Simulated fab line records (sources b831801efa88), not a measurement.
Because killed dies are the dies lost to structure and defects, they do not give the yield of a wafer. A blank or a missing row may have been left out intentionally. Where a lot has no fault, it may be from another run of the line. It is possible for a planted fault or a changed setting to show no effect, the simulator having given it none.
Struck lot and sound lot, side by side | flow gf180mcu | 47 out of 602 route steps
Sound: the wafers L355.2, L355.3, L355.5. The struck wafers were L346.1, L346.2, L346.4. The cause is named last.
Each step with rows lists, per side, the tool, then ch with its chambers, then its first start. Under that, the readings that differ: sound wafers | struck wafers | difference of the means | sigmas: that difference in standard deviations of wafers without a fault.
alike: readings whose means differ by less than 2 such deviations, and words and numbers that are the same on both sides. not compared: withheld readings, readings that some wafer has no value for, bounds like >300 that may hide the same value, and numbers for which the record gives no deviation and whose values overlap.
Wherever a step has rows on one side only, a row that says differs or no value, or a row with sigmas, the two part there. Numbers that have no deviation but don't overlap get no sigmas and don't part them. A reading that every wafer of one side lacks parts them only if that side has two wafers or more.

first, 8 steps without rows for these wafers: GF_DNWELL_DEHYDRATE_00 (time 60 s); GF_DNWELL_HMDS_01 (prime time 60 s); GF_DNWELL_COAT_02 (resist thk 3000 nm); GF_DNWELL_SOFTBAKE_03; GF_DNWELL_EXPOSE_04 (exposes mask DNWELL, target cd 1700 nm); GF_DNWELL_PEB_05; GF_DNWELL_DEVELOP_06 (develop time 60 s); GF_DNWELL_IMPLANT_07.
GF_DNWELL_STRIP_08: strips in O2/N2.
  sound on plasma asher-02 ch 0, day 7 14:44; struck on plasma asher-04 ch 0,1, day 5 15:17
  reading                     | sound       | struck      | difference | sigmas
  drypump motor current A (A) | 5.0 5.0 5.0 | 5.2 6.1 6.1 | +0.8       | +2
  alike: heater power w, o2 flow sccm, oes product au, strip time to endpoint s
  not compared: rf hours counter h
GF_DNWELL_TW_MEAS_09:
  sound on film metro-04, day 7 14:51; struck on film metro-04, day 5 15:23
  alike: DNWELL_TW
then, 2 steps without rows for these wafers: GF_NWELL_DEHYDRATE_00 (time 60 s); GF_NWELL_HMDS_01 (prime time 60 s).
GF_NWELL_COAT_02: resist thk 3000 nm.
  sound on litho track-01 ch 0, day 7 22:26; struck on litho track-01, day 5 21:52
  no value came back on the struck wafers for chill plate temp C (C), dispense pressure kPa (kPa); on the sound wafers chill plate temp C (C) reads 23.09 23.11 22.95
then, 4 steps without rows for these wafers: GF_NWELL_SOFTBAKE_03; GF_NWELL_EXPOSE_04 (exposes mask Nwell, target cd 860 nm); GF_NWELL_PEB_05; GF_NWELL_DEVELOP_06 (develop time 60 s).
GF_NWELL_OVL_MEAS_07:
  sound on overlay-01, day 8 06:47; struck on overlay-01, day 6 05:50
  reading        | sound          | struck | difference                    | sigmas
  NWELL_OVL (nm) | -0.6 -1.7 -2.3 | - - -  | no value on the struck wafers |
then, 2 steps without rows for these wafers: GF_NWELL_IMPLANT_08; GF_NWELL_IMPLANT_09.
GF_NWELL_STRIP_10: strips in O2/N2.
  sound on plasma asher-04 ch 0,1, day 8 07:07; struck on plasma asher-02 ch 0,1, day 6 06:10
  no value came back on the struck wafers for oes product au (a.u.), strip time to endpoint s (s); on the sound wafers oes product au (a.u.) reads 0.723 0.719 0.716
  alike: drypump motor current A, heater power w, o2 flow sccm
  not compared: rf hours counter h
GF_NWELL_TW_MEAS_11:
  sound on film metro-02, day 8 07:13; struck on film metro-02, day 6 06:16
  alike: NWELL_TW
then, 7 steps without rows for these wafers: GF_LVPWELL_DEHYDRATE_00 (time 60 s); GF_LVPWELL_HMDS_01 (prime time 60 s); GF_LVPWELL_COAT_02 (resist thk 3000 nm); GF_LVPWELL_SOFTBAKE_03; GF_LVPWELL_EXPOSE_04 (exposes mask LVPWELL, target cd 600 nm); GF_LVPWELL_PEB_05; GF_LVPWELL_DEVELOP_06 (develop time 60 s).
GF_LVPWELL_OVL_MEAS_07:
  sound on overlay-02, day 8 23:12; struck on overlay-01, day 6 21:08
  alike: LVPWELL_OVL
then, 2 steps without rows for these wafers: GF_LVPWELL_IMPLANT_08; GF_LVPWELL_IMPLANT_09.
GF_LVPWELL_STRIP_10: strips in O2/N2.
  sound on plasma asher-01 ch 0, day 8 23:32; struck on plasma asher-04 ch 0,1, day 6 21:29
  alike: drypump motor current A, heater power w, o2 flow sccm, oes product au, strip time to endpoint s
  not compared: rf hours counter h
GF_LVPWELL_TW_MEAS_11:
  sound on film metro-03, day 8 23:38; struck on film metro-04, day 6 21:35
  reading    | sound       | struck         | difference | sigmas
  LVPWELL_TW | 555 555 556 | 1580 1581 1576 | +1024      | +99 or more
then, 7 steps without rows for these wafers: GF_MVSD_DEHYDRATE_00 (time 60 s); GF_MVSD_HMDS_01 (prime time 60 s); GF_MVSD_COAT_02 (resist thk 3000 nm); GF_MVSD_SOFTBAKE_03; GF_MVSD_EXPOSE_04 (exposes mask MVSD, target cd 1000 nm); GF_MVSD_PEB_05; GF_MVSD_DEVELOP_06 (develop time 60 s).
GF_MVSD_OVL_MEAS_07:
  sound on overlay-02, day 9 17:19; struck on overlay-02, day 7 13:09
  reading       | sound         | struck      | difference | sigmas
  MVSD_OVL (nm) | -2.0 -1.5 0.4 | 3.1 2.3 1.2 | +3.2       | +3
GF_MVSD_TW_MEAS_11:
  sound on film metro-03, day 9 17:46; struck on film metro-02, day 7 13:35
  reading | sound          | struck         | difference | sigmas
  MVSD_TW | 1547 1557 1558 | 1959 1968 1974 | +413       | +38
GF_MVPSD_TW_MEAS_11:
  sound on film metro-03, day 10 11:40; struck on film metro-02, day 8 05:26
  reading  | sound       | struck         | difference | sigmas
  MVPSD_TW | 546 548 546 | 1591 1597 1587 | +1045      | +99 or more
GF_VT_IMPLANT_TW_MEAS_10:
  sound on film metro-02, day 11 06:19; struck on film metro-03, day 8 22:03
  reading       | sound       | struck         | difference | sigmas
  VT_IMPLANT_TW | 572 569 572 | 1580 1589 1580 | +1012      | +99 or more
GF_VT_IMPLANT_TW_MEAS_21:
  sound on film metro-01, day 12 00:38; struck on film metro-03, day 9 15:26
  reading         | sound          | struck         | difference | sigmas
  VT_IMPLANT_2_TW | 1205 1203 1207 | 1747 1735 1744 | +537       | +58
GF_VT_IMPLANT_TW_MEAS_32:
  sound on film metro-03, day 12 20:08; struck on film metro-01, day 10 09:34
  reading         | sound             | struck               | difference | sigmas
  VT_IMPLANT_3_TW | 267.2 267.9 267.9 | 1564.2 1575.2 1567.9 | +1301.4    | +99 or more

== WHERE THEY PART ==
Last at GF_VT_IMPLANT_TW_MEAS_32 as far as this record goes, first at GF_DNWELL_STRIP_08.

WHY: the cause the simulator had injected
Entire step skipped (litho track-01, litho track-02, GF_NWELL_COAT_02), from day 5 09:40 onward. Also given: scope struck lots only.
